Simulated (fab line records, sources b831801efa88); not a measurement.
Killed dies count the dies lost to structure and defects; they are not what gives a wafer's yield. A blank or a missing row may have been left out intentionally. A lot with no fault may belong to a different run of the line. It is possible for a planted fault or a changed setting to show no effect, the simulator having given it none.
What tool caused it?    flow sky130    13 lots with 39 wafers sampled at 4 steps, on a route of 708 steps

WHAT THE GAUGES SHOWED, per wafer
SKY_VT_ADJUST_HVTP_TW_MEAS_11.
lot   measured      on            VT_ADJUST_HVTP_TW
L775  day 6 03:35   filmMetro-04  1343 1339 1351
L776  day 6 10:05   filmMetro-04  1345 1344 1351
L777  day 6 17:22   filmMetro-02  1354 1357 1360
L779  day 7 06:55   filmMetro-04  1345 1348 1340
L780  day 7 15:20   filmMetro-02  1351 1350 1339
L781  day 7 17:55   filmMetro-01  1368 1369 1371
L782  day 8 01:34   filmMetro-04  1341 1344 1343
L787  day 9 08:52   filmMetro-04  1347 1348 1348
L788  day 9 13:46   filmMetro-04  1349 1351 1350
L789  day 9 20:08   filmMetro-01  1363 1363 1363
L791  day 10 08:06  filmMetro-04  1354 1345 1345
L792  day 10 17:17  filmMetro-02  1358 1346 1354
L798  day 12 03:20  filmMetro-01  1384 1378 1386

SKY_LDD_P_OVL_MEAS_08.
lot   measured      on          LDD_P_OVL (nm)
L775  day 19 01:59  overlay-02  -0.8 -4.0 -1.4
L776  day 19 17:09  overlay-02  0.2 -0.7 -0.2
L777  day 20 04:11  overlay-01  2.3 2.0 2.2
L779  day 20 20:44  overlay-01  0.1 -1.4 -1.3
L780  day 21 07:30  overlay-01  -1.8 -0.7 -0.4
L781  day 21 11:50  overlay-02  -2.1 -2.1 -0.8
L782  day 22 02:14  overlay-02  1.4 0.9 0.8
L787  day 23 22:11  overlay-02  -2.3 -2.9 -0.9
L788  day 24 03:35  overlay-02  1.2 0.5 0.3
L789  day 24 09:47  overlay-02  -1.8 -0.4 -0.9
L791  day 25 05:06  overlay-02  -0.3 -0.7 0.6
L792  day 25 11:26  overlay-02  0.0 0.4 0.3
L798  day 27 08:51  overlay-01  -0.1 0.9 0.3

EACH LOT AND THE TOOL THAT RAN IT (in order: tool; ch and the chambers of the sampled wafers; start)
lot   SKY_FIELD_ISO_ETCH_15             SKY_GATE_OXIDE_IMPLANT_11
L775  rieDiel-04 ch 1,2,3, day 2 03:08  implanter-04 ch 0, day 13 21:06
L776  rieDiel-03 ch 1,2,3, day 2 10:23  implanter-04 ch 0, day 14 08:51
L777  rieDiel-04 ch 0,1,3, day 2 16:04  implanter-01 ch 0, day 14 21:33
L779  rieDiel-03 ch 1,2,3, day 3 04:49  implanter-03 ch 0, day 15 11:42
L780  rieDiel-03 ch 0,2,3, day 3 09:28  implanter-04 ch 0, day 15 23:23
L781  rieDiel-02 ch 0,1,2, day 3 14:20  implanter-03 ch 0, day 16 03:06
L782  rieDiel-02 ch 1,2, day 3 19:56    implanter-03 ch 0, day 16 16:11
L787  rieDiel-04 ch 0,1,2, day 4 20:05  implanter-04 ch 0, day 18 11:32
L788  rieDiel-02 ch 0,1,2, day 5 01:26  implanter-04 ch 0, day 18 15:44
L789  rieDiel-03 ch 0,1,3, day 5 05:54  implanter-04 ch 0, day 18 23:18
L791  rieDiel-02 ch 0,1, day 5 17:40    implanter-03 ch 0, day 19 15:15
L792  rieDiel-02 ch 0,1,3, day 6 03:20  implanter-04 ch 0, day 20 01:59
L798  rieDiel-04 ch 0,3, day 7 04:08    implanter-03 ch 0, day 22 00:15
- SKY_FIELD_ISO_ETCH_15: etches the open film in CHF3/O2, stops on Si, target depth 180 nm, time 72 s.
- SKY_GATE_OXIDE_IMPLANT_11

AS READ BY THE TOOLS THEMSELVES (means over the sampled wafers that have a number; for cases with no such wafer, the mark the record gives instead)
SKY_FIELD_ISO_ETCH_15.
lot   tool        drypumpMotorCurrentA (A)  oesProductAu (a.u.)  throttleValvePct (%)
L775  rieDiel-04  5.9                       0.948                8.839
L776  rieDiel-03  5.8                       0.941                8.839
L777  rieDiel-04  5.9                       0.952                8.841
L779  rieDiel-03  5.8                       0.946                8.850
L780  rieDiel-03  5.7                       0.949                8.848
L781  rieDiel-02  6.0                       0.938                8.845
L782  rieDiel-02  6.4                       0.953                8.845
L787  rieDiel-04  5.8                       0.948                8.845
L788  rieDiel-02  5.9                       0.932                8.841
L789  rieDiel-03  5.8                       0.938                8.844
L791  rieDiel-02  5.5                       0.951                8.852
L792  rieDiel-02  5.6                       0.948                8.846
L798  rieDiel-04  6.0                       0.948                8.837

SKY_GATE_OXIDE_IMPLANT_11.
lot   tool          beamEnergyKeV  faradayCurrentUA
L775  implanter-04  9.999          14.64
L776  implanter-04  9.998          14.66
L777  implanter-01  10.002         14.49
L779  implanter-03  10.001         14.85
L780  implanter-04  9.999          14.86
L781  implanter-03  10.000         14.56
L782  implanter-03  10.001         14.76
L787  implanter-04  9.999          14.44
L788  implanter-04  10.914         14.82
L789  implanter-04  10.919         14.23
L791  implanter-03  9.999          14.68
L792  implanter-04  10.911         14.63
L798  implanter-03  10.001         14.59

THE ANSWER, worked out from the rows above alone
Rule: the lots themselves supply what counts as usual. The widest of any qualifying gaps counts: lots, ordered by their means at a reading, are off when they make up no more than a third of the lots, leave a main group of 4 or more, and stand apart from it by 3 or more times the standard deviation of that group's means. A main group is skipped when, at the precision printed for the reading in the tables above, its means are all equal. A lot without any number at a reading at which 4 lots or more have one is off too. All remaining lots with rows at the step are treated as sound. Order of review: gauges by route order, followed by the tools' own readings, for which a lot's mean as printed above is used. The first step at which some lot is off is used, and at that step the reading that is off furthest; a lot without a number counts as furthest.
Off at SKY_GATE_OXIDE_IMPLANT_11 (beamEnergyKeV): L788, L789, L792. The main group: mean 10.000, standard deviation 0.0012.
If a tool, at that step or one of the process steps before it, ran each lot that is off and ran no sound lot following the first of them, it fits. One fits: SKY_GATE_OXIDE_IMPLANT_11 on implanter-04. A fault onset in the window from L787 (day 18 11:32, its last sound lot) to L788 (day 18 15:44, its first lot off) fits.
On the lots that are off, the tool's own readings at SKY_GATE_OXIDE_IMPLANT_11 differ by more than 5 times the standard deviation of the sound lots' means, which bears it out; beamEnergyKeV reads 10.915 there versus 10.000 on the sound lots.

WHAT THE SIMULATOR HAD INSERTED
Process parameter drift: implanter-04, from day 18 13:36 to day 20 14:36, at SKY_GATE_OXIDE_IMPLANT_11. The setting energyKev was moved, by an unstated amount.
Lots struck among those shown: L788, L789, L792. Same finding as the rule above.
